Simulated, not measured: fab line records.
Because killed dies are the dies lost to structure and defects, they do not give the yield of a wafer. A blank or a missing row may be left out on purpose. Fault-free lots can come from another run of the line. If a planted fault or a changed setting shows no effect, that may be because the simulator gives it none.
Which tool is to blame? | flow sky130 | 21 wafers from 7 lots sampled at 3 of the route's 708 steps

## WHAT THE GAUGES SHOWED, per wafer
SKY_VIA1_THK_MEAS_01.
lot  | measured     | on           | VIA1_HDPCVD_THK (nm)
L269 | day 33 02:15 | filmMetro-01 | 1029 1010 1015
L271 | day 33 19:38 | filmMetro-02 | 1009 997 1008
L273 | day 34 08:37 | filmMetro-01 | 1033 1016 1026
L276 | day 35 21:01 | filmMetro-01 | 325 347 337
L279 | day 36 12:56 | filmMetro-01 | 1030 1033 1025
L285 | day 37 23:40 | filmMetro-02 | 1033 1049 1038
L289 | day 39 06:02 | filmMetro-02 | 1033 1037 1044

## TOOL THAT RAN EACH LOT (tool first, then ch and the chambers of the sampled wafers, then the start)
lot  | SKY_METAL1_SPUTTER_03       | SKY_VIA1_HDPCVD_00
L269 | pvdSputter-04, day 31 21:43 | hdpcvd-02 ch 1,2, day 33 02:08
L271 | pvdSputter-01, day 32 15:45 | hdpcvd-02 ch 1,2, day 33 19:32
L273 | pvdSputter-04, day 33 04:38 | hdpcvd-02 ch 0,1, day 34 08:29
L276 | pvdSputter-04, day 34 17:27 | hdpcvd-02 ch 1,2, day 35 20:53
L279 | pvdSputter-02, day 35 09:39 | hdpcvd-01 ch 0,1,2, day 36 12:50
L285 | pvdSputter-01, day 36 20:42 | hdpcvd-01 ch 0,1,2, day 37 23:35
L289 | pvdSputter-04, day 38 03:18 | hdpcvd-02 ch 0,1, day 39 05:55
- SKY_METAL1_SPUTTER_03: material Ti, target thk 5 nm, time 3.3 s.
- SKY_VIA1_HDPCVD_00: deposits SiO2, target thk 1030 nm, time 171.7 s.

## THE ANSWER, worked out from the rows above alone
Rule: the usual values come from the lots themselves. Put in order of their means at a reading, lots are off if they are a third of the lots or fewer, leave a main group of 4 or more, and stand apart from it by a gap of 3 or more times the standard deviation of the main group's means; of several such gaps the widest counts. A main group is skipped when, at the precision printed for the reading in the tables above, its means are all equal. A lot without any number at a reading at which 4 lots or more have one is off too. All remaining lots with rows at the step are treated as sound.
Off: L276, seen at SKY_VIA1_THK_MEAS_01 (VIA1_HDPCVD_THK). Main group: mean 1026 nm, sd 12.
A tool fits if, at a process step before that reading, it ran every lot that is off, and no sound lot after the first of them. The gauges at SKY_VIA1_THK_MEAS_01 are tried like those tools. No candidate that was tried fits.

## WHAT THE SIMULATOR HAD INSERTED
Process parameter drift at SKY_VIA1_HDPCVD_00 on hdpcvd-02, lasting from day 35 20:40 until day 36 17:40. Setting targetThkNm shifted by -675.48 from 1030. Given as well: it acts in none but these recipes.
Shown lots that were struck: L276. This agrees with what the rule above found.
